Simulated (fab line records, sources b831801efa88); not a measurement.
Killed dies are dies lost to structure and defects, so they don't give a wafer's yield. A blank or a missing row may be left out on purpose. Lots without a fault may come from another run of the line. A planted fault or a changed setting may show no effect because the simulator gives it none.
A struck lot beside a sound one | flow sky130 | 15 steps out of a route of 708
Sound: wafers L426.2, L426.3, L426.6. Struck: wafers L430.1, L430.4, L430.5. The cause comes at the end.
At each step with rows: each side's tool, then ch and its chambers, then its first start. Under that, the readings that differ: sound wafers | struck wafers | difference of the means | sigmas: that difference in standard deviations of wafers without a fault.
alike: readings whose means differ by less than 2 such deviations, and words and numbers that are the same on both sides. not compared: withheld readings, readings that some wafer has no value for, bounds like >300 that may hide the same value, and numbers for which the record gives no deviation and whose values overlap.
The two part at a step that has a row with sigmas, a row that says differs or no value, or rows on one side only. Numbers that don't overlap but have no deviation are shown without sigmas and don't part them. A reading that every wafer of one side lacks parts them only if that side has two wafers or more.

first, 6 steps without rows for these wafers: SKY_GATE_OXIDE_HMDS_04 (prime time 60 s); SKY_GATE_OXIDE_COAT_05 (resist thk 1140 nm); SKY_GATE_OXIDE_SOFTBAKE_06 (time 60 s); SKY_GATE_OXIDE_EXPOSE_07 (exposes mask LVOM, target cd 600 nm); SKY_GATE_OXIDE_PEB_08; SKY_GATE_OXIDE_DEVELOP_09 (develop time 60 s).
SKY_GATE_OXIDE_OVL_MEAS_10:
  sound on overlay-02, day 16 19:37; struck on overlay-02, day 18 02:16
  alike: GATE_OXIDE_OVL
then, 2 steps without rows for these wafers: SKY_GATE_OXIDE_IMPLANT_11; SKY_GATE_OXIDE_WET_ETCH_12 (etches SiO2 in dHF, target depth 16.8 nm, time 319.8 s).
SKY_GATE_OXIDE_STRIP_13: strips in O2/N2.
  sound on plasma_asher-04 ch 0,1, day 16 19:54; struck on plasma_asher-03 ch 0,1, day 18 02:34
  alike: drypump_motor_current_A, n2_flow_sccm, oes_product_au, strip_time_to_endpoint_s
  not compared: rf_hours_counter_h
SKY_GATE_OXIDE_TW_MEAS_14:
  sound on film_metro-03, day 16 20:01; struck on film_metro-03, day 18 02:40
  alike: GATE_OXIDE_TW
then, 1 step without rows for these wafers: SKY_GATE_OXIDE_CLEAN_15 (cleans in SC1/SC2, time 150 s).
SKY_GATE_OXIDE_OXIDATION_16: stabilise 600 s, purge 300 s, target thk 3.57 nm.
  sound on furnace-01 ch 0, day 16 20:14; struck on furnace-02 ch 0, day 18 03:27
  reading                                           | sound             | struck            | difference | sigmas
  spike_tc_bottom_C (C)                             | 816.5 817.3 818.2 | 803.6 804.1 805.6 | -12.9      | -12
  spike_tc_centre_C (C)                             | 798.6 800.8 800.2 | 785.7 786.4 786.2 | -13.8      | -15
  spike_tc_lower_C (C)                              | 799.7 801.8 800.9 | 786.3 786.6 786.5 | -14.3      | -11
  spike_tc_top_C (C)                                | 810.5 811.6 811.2 | 798.2 800.1 799.4 | -11.9      | -9
  spike_tc_upper_C (C)                              | 801.4 800.4 799.9 | 785.1 783.7 784.9 | -16.0      | -9
  zone_power_top_pct (%)                            | 27.9 28.2 27.8    | 25.5 25.4 25.3    | -2.6       | -3
  zone_power_upper_pct (%)                          | 14.69 14.48 14.59 | 14.08 13.96 14.19 | -0.51      | -3
  model.SiO2_of_GATE_OXIDE_OXIDATION_01.thk_nm (nm) | 11.62 11.77 11.53 | 11.14 11.06 11.12 | -0.53      |
then, 1 step without rows for these wafers: SKY_POLY_GATE_CVD_00 (deposits poly-Si, target thk 180 nm, time 720 s).
-- the record jumps here: 31 days lie between the struck wafers' starts before and after (it left off in module POLY_GATE and takes up again in module PAD_OPEN, whose first step shown is number 708 of the route) --
SKY_PAD_OPEN_PROBE_99:
  sound on prober-02, day 48 04:28; struck on prober-02, day 48 18:13
  reading                                   | sound             | struck            | difference | sigmas
  model.etest.nfet_01v8_lvt.drive_ua_um     | 578.2 576.5 569.3 | 609.2 623.5 611.1 | +39.9      |
  model.etest.nfet_01v8_turned.drive_ua_um  | 512.1 501.6 500.3 | 537.6 550.2 539.9 | +37.9      |
  model.etest.nfet_01v8_swapped.drive_ua_um | 507.8 501.7 499.1 | 538.5 549.3 534.4 | +37.9      |
  model.etest.nfet_01v8.drive_ua_um         | 509.2 505.1 495.5 | 532.7 549.9 536.5 | +36.4      |
  model.etest.nfet_01v8.r_on_ohm_um         | 830.8 831.5 843.1 | 800.9 773.4 802.1 | -43.0      |
  model.etest.sram_nfet_pass.drive_ua_um    | 476.4 492.6 455.7 | 526.5 554.9 536.7 | +64.5      |
  model.etest.nfet_g5v0d10v5.r_on_ohm_um    | 1921 1920 1906    | 1863 1845 1848    | -64        |
  model.etest.nfet_g5v0d10v5.drive_ua_um    | 599.6 586.8 601.4 | 626 635.5 621.9   | +32        |
  alike: killed_at_M0_to_M3, killed_at_M4_up, killed_at_contacts, killed_at_front_end, killed_at_other, killed_dies, killed_open, killed_short

WHERE THEY PART
Only at SKY_GATE_OXIDE_OXIDATION_16, within this record. Later steps at which nothing parts them and some readings are alike: SKY_PAD_OPEN_PROBE_99.

WHY: what the simulator had put in
Process parameter drift: furnace-02, from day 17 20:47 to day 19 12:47, at SKY_GATE_OXIDE_OXIDATION_16. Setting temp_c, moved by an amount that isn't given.
